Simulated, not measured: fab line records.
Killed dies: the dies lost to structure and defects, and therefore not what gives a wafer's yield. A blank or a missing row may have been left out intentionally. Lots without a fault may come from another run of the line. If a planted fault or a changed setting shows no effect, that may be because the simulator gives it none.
Chamber matching :: flow gf180mcu :: rie diel-04 running GF_V3_ETCH_16: 4 sister chambers
The step etches BARC in N2/H2. 14 wafers are shown with their chamber, then 7 later ones without.

WAFERS PAIRED WITH THEIR CHAMBERS
wafer: L114.3
chamber: 0
oes product au (a.u.): 0.855
throttle valve pct (%): 13.238
n2 flow sccm (sccm): 99.8

wafer: L114.5
chamber: 3
oes product au (a.u.): 0.859
throttle valve pct (%): 13.224
n2 flow sccm (sccm): 99.9

wafer: L114.6
chamber: 0
oes product au (a.u.): 0.855
throttle valve pct (%): 13.220
n2 flow sccm (sccm): 99.3

wafer: L115.2
chamber: 3
oes product au (a.u.): 0.868
throttle valve pct (%): 13.238
n2 flow sccm (sccm): 100.2

wafer: L115.3
chamber: 1
oes product au (a.u.): 0.860
throttle valve pct (%): 13.218
n2 flow sccm (sccm): 99.9

wafer: L115.4
chamber: 0
oes product au (a.u.): 0.857
throttle valve pct (%): 13.212
n2 flow sccm (sccm): 100.1

wafer: L117.2
chamber: 2
oes product au (a.u.): 0.853
throttle valve pct (%): 13.238
n2 flow sccm (sccm): 100.1

wafer: L117.3
chamber: 3
oes product au (a.u.): 0.852
throttle valve pct (%): 13.215
n2 flow sccm (sccm): 100.4

wafer: L117.6
chamber: 0
oes product au (a.u.): 0.853
throttle valve pct (%): 13.223
n2 flow sccm (sccm): 100.1

wafer: L132.2
chamber: 2
oes product au (a.u.): 0.855
throttle valve pct (%): 13.229
n2 flow sccm (sccm): 99.9

wafer: L132.3
chamber: 3
oes product au (a.u.): 0.857
throttle valve pct (%): 13.220
n2 flow sccm (sccm): 99.7

wafer: L132.5
chamber: 2
oes product au (a.u.): 0.852
throttle valve pct (%): 13.209
n2 flow sccm (sccm): 99.6

wafer: L133.2
chamber: 0
oes product au (a.u.): 0.857
throttle valve pct (%): 13.227
n2 flow sccm (sccm): 100.2

wafer: L133.5
chamber: 2
oes product au (a.u.): 0.854
throttle valve pct (%): 13.230
n2 flow sccm (sccm): 100.5

SIGNATURES (averages over the wafers above)
reading: oes product au
chamber 0: 0.85540
chamber 1: 0.86000
chamber 2: 0.85350
chamber 3: 0.85900
scatter within a chamber: 0.00388

reading: throttle valve pct
chamber 0: 13.22400
chamber 1: 13.21800
chamber 2: 13.22650
chamber 3: 13.22425
scatter within a chamber: 0.0106

reading: n2 flow sccm
chamber 0: 99.900
chamber 1: 99.900
chamber 2: 100.025
chamber 3: 100.050
scatter within a chamber: 0.355
Rule: a wafer's distance from a chamber is the root of the sum, over the readings, of the square of ((its reading less the chamber's mean) divided by the reading's scatter). The wafer belongs to the nearest chamber; if the next one is less than 2 further off, it can't be placed. How the scatter is found: for the shown wafers, subtract from each reading the mean of its chamber, square and add these, divide the total by (wafers less chambers), then take the root.

WAFERS WITHOUT THEIR CHAMBER
wafer: L133.6
oes product au (a.u.): 0.845
throttle valve pct (%): 13.216
n2 flow sccm (sccm): 100.0

wafer: L134.2
oes product au (a.u.): 0.855
throttle valve pct (%): 13.234
n2 flow sccm (sccm): 100.3

wafer: L134.4
oes product au (a.u.): 0.856
throttle valve pct (%): 13.213
n2 flow sccm (sccm): 100.2

wafer: L134.5
oes product au (a.u.): 0.863
throttle valve pct (%): 13.239
n2 flow sccm (sccm): 100.5

wafer: L135.1
oes product au (a.u.): 0.857
throttle valve pct (%): 13.214
n2 flow sccm (sccm): 99.3

wafer: L135.2
oes product au (a.u.): 0.857
throttle valve pct (%): 13.223
n2 flow sccm (sccm): 99.9

wafer: L135.3
oes product au (a.u.): 0.849
throttle valve pct (%): 13.216
n2 flow sccm (sccm): 100.2

CHAMBER TAKEN BY EACH
wafer: L133.6
from the rows above: can't be placed: 2 or 0 or 3 or 1
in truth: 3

wafer: L134.2
from the rows above: can't be placed: 2 or 0 or 3 or 1
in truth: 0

wafer: L134.4
from the rows above: can't be placed: 0 or 3 or 1 or 2
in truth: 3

wafer: L134.5
from the rows above: can't be placed: 3 or 1 or 0 or 2
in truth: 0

wafer: L135.1
from the rows above: can't be placed: 1 or 0 or 3 or 2
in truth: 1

wafer: L135.2
from the rows above: can't be placed: 0 or 3 or 1 or 2
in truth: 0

wafer: L135.3
from the rows above: can't be placed: 2 or 0 or 3 or 1
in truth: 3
Correct placement for 0 of the 7. Not placeable from these rows: 7 (in 7, the candidates include the true chamber). Number placed wrongly: 0.
